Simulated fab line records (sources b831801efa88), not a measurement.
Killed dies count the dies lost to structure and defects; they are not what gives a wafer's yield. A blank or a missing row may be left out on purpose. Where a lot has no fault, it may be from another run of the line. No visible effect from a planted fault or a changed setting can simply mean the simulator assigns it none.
Which tool was responsible? | flow gf180mcu | 12 lots, 36 wafers sampled, at 4 steps of a route of 602

WHAT EACH GAUGE READ, for each wafer
GF_V1_THK_MEAS_03.
lot  | measured     | on            | V1_CVD_02_THK (nm)
L431 | day 18 08:49 | film metro-01 | 851 843 864
L432 | day 18 16:08 | film metro-02 | 862 848 871
L433 | day 19 01:34 | film metro-04 | 841 854 856
L434 | day 19 19:06 | film metro-02 | 860 851 853
L437 | day 20 18:47 | film metro-01 | 849 847 862
L443 | day 22 21:15 | film metro-02 | 849 888 844
L444 | day 23 00:54 | film metro-01 | 840 842 847
L447 | day 24 03:02 | film metro-02 | 849 863 865
L448 | day 24 17:25 | film metro-02 | 852 845 869
L449 | day 24 18:01 | film metro-02 | 850 847 857
L450 | day 25 02:38 | film metro-02 | 876 853 885
L451 | day 25 10:33 | film metro-04 | 835 864 856

WHAT TOOL EACH LOT RAN ON (gives the tool, then ch and the chambers of the sampled wafers, and finally the start)
lot  | GF_DUAL_GATE_OXIDATION_15     | GF_M1_METAL_ETCH_16               | GF_V1_CVD_02
L431 | furnace-02 ch 0, day 9 06:37  | rie metal-01 ch 0,1, day 18 07:57 | pecvd-04 ch 0,1,2, day 18 08:45
L432 | furnace-01 ch 0, day 9 12:50  | rie metal-01 ch 0, day 18 15:15   | pecvd-02 ch 0,1,2, day 18 16:03
L433 | furnace-01 ch 0, day 9 18:38  | rie metal-03 ch 1, day 19 00:34   | pecvd-04 ch 1,2, day 19 01:30
L434 | furnace-02 ch 0, day 10 06:39 | rie metal-03 ch 1, day 19 18:06   | pecvd-02 ch 0,1,2, day 19 19:02
L437 | furnace-02 ch 0, day 11 01:31 | rie metal-03 ch 0,1, day 20 17:55 | pecvd-02 ch 1,2, day 20 18:43
L443 | furnace-01 ch 0, day 12 19:40 | rie metal-03 ch 0,1, day 22 20:23 | pecvd-03 ch 0,1,2, day 22 21:11
L444 | furnace-02 ch 0, day 12 23:50 | rie metal-01 ch 0,1, day 23 00:01 | pecvd-02 ch 0,2, day 23 00:49
L447 | furnace-02 ch 0, day 13 23:40 | rie metal-03 ch 0,1, day 24 02:09 | pecvd-04 ch 0,1,2, day 24 02:58
L448 | furnace-02 ch 0, day 14 10:31 | rie metal-03 ch 1, day 24 16:29   | pecvd-02 ch 0,2, day 24 17:20
L449 | furnace-02 ch 0, day 14 13:27 | rie metal-04 ch 0,1, day 24 17:08 | pecvd-03 ch 0,2, day 24 17:56
L450 | furnace-01 ch 0, day 14 17:49 | rie metal-03 ch 0,1, day 25 01:46 | pecvd-03 ch 1,2, day 25 02:33
L451 | furnace-02 ch 0, day 15 02:46 | rie metal-01 ch 0, day 25 09:41   | pecvd-02 ch 0,2, day 25 10:28
- GF_DUAL_GATE_OXIDATION_15: stabilise 600 s, purge 300 s, target thk 7.098 nm.
- GF_M1_METAL_ETCH_16: etches the open film in Cl2/BCl3, stops on SiO2, target depth 750.8 nm, time 125.1 s.
- GF_V1_CVD_02: deposits SiO2 from TEOS, target thk 850 nm, time 94.851 s.

AS READ BY THE TOOLS THEMSELVES (means over the sampled wafers that have a number; for cases with no such wafer, the mark the record gives instead)
GF_DUAL_GATE_OXIDATION_15.
lot  | tool       | spike tc bottom C (C) | spike tc centre C (C) | spike tc lower C (C) | spike tc top C (C) | spike tc upper C (C) | tube center temp C (C) | tube_center_temp_C_max | zone power upper pct (%)
L431 | furnace-02 | 867                   | 851.1                 | 851.3                | 859.9              | 847.4                | 850.01                 | 852.2                  | 15.77
L432 | furnace-01 | 894                   | 870.1                 | 869.8                | 884.6              | 869.1                | 869.62                 | 871.8                  | 16.70
L433 | furnace-01 | 894                   | 869.3                 | 869.8                | 884.8              | 868.3                | 869.60                 | 871.4                  | 16.54
L434 | furnace-02 | 867                   | 851.2                 | 851.7                | 860.0              | 846.1                | 850.03                 | 852.4                  | 15.76
L437 | furnace-02 | 867                   | 851.3                 | 849.9                | 861.0              | 846.9                | 849.97                 | 851.8                  | 15.81
L443 | furnace-01 | 873                   | 849.1                 | 851.0                | 865.8              | 848.1                | 850.06                 | 852.3                  | 15.79
L444 | furnace-02 | 867                   | 850.2                 | 850.5                | 861.1              | 846.3                | 850.02                 | 852.1                  | 15.71
L447 | furnace-02 | 867                   | 851.1                 | 850.9                | 860.3              | 847.2                | 849.95                 | 852.2                  | 15.76
L448 | furnace-02 | 867                   | 851.9                 | 851.5                | 860.3              | 846.0                | 850.00                 | 852.4                  | 15.71
L449 | furnace-02 | 868                   | 851.6                 | 852.4                | 860.2              | 846.2                | 850.04                 | 852.6                  | 15.78
L450 | furnace-01 | 874                   | 850.3                 | 851.6                | 864.7              | 848.1                | 850.00                 | 852.3                  | 15.72
L451 | furnace-02 | 867                   | 850.2                 | 850.7                | 859.8              | 847.2                | 850.00                 | 852.3                  | 15.55

GF_M1_METAL_ETCH_16.
lot  | tool         | drypump motor current A (A) | he backside leak sccm (sccm) | oes product au (a.u.) | rf fwd power W (W) | throttle valve pct (%)
L431 | rie metal-01 | 5.40                        | 3.52                         | 0.986                 | 793.7              | 28.231
L432 | rie metal-01 | 5.32                        | 3.48                         | 0.981                 | 793.1              | 28.234
L433 | rie metal-03 | 5.63                        | 3.51                         | 0.995                 | 791.8              | 28.228
L434 | rie metal-03 | 5.63                        | 3.64                         | 0.994                 | 793.8              | 28.210
L437 | rie metal-03 | 5.66                        | 3.56                         | 0.999                 | 794.0              | 28.225
L443 | rie metal-03 | 5.67                        | 3.36                         | 0.999                 | 795.3              | 28.218
L444 | rie metal-01 | 5.40                        | 3.31                         | 0.988                 | 796.1              | 28.236
L447 | rie metal-03 | 5.68                        | 3.59                         | 0.998                 | 792.9              | 28.219
L448 | rie metal-03 | 5.62                        | 3.35                         | 0.993                 | 797.0              | 28.214
L449 | rie metal-04 | 5.93                        | 3.54                         | 0.971                 | 794.8              | 28.243
L450 | rie metal-03 | 5.65                        | 3.49                         | 0.994                 | 798.0              | 28.237
L451 | rie metal-01 | 5.32                        | 3.56                         | 0.990                 | 792.1              | 28.229

GF_V1_CVD_02.
lot  | tool     | heater power w (W) | rf fwd power W (W)
L431 | pecvd-04 | 572                | 596.8
L432 | pecvd-02 | 670                | 597.6
L433 | pecvd-04 | 558                | 594.4
L434 | pecvd-02 | 650                | 598.1
L437 | pecvd-02 | 692                | 596.4
L443 | pecvd-03 | 579                | 594.1
L444 | pecvd-02 | 532                | 596.3
L447 | pecvd-04 | 517                | 595.1
L448 | pecvd-02 | 655                | 596.1
L449 | pecvd-03 | 705                | 592.0
L450 | pecvd-03 | 588                | 596.5
L451 | pecvd-02 | 586                | 596.7

THE ANSWER, worked out from the rows above alone
Rule: what is usual is taken from the lots themselves. Put in order of their means at a reading, lots are off if they are a third of the lots or fewer, leave a main group of 4 or more, and stand apart from it by a gap of 3 or more times the standard deviation of the main group's means; of several such gaps the widest counts. The tables above print the reading to a certain number of digits; a main group whose means all agree to those digits is not used. Also off: a lot with no number at a reading for which 4 or more lots have one. The other lots that the step has rows for count as sound. The gauges are gone through in route order, then the tools' own readings, and for those a lot's mean is taken as printed above. The first step at which some lot is off is used, and at that step the reading that is off furthest; a lot without a number counts as furthest.
Off: L432, L433, at GF_DUAL_GATE_OXIDATION_15 (tube center temp C). Main group: mean 850.01 C, sd 0.031.
A tool fits if, at that step or a process step before it, it ran every lot that is off, and no sound lot after the first of them. Not one of the candidates tried fits.

WHAT THE SIMULATOR PUT IN
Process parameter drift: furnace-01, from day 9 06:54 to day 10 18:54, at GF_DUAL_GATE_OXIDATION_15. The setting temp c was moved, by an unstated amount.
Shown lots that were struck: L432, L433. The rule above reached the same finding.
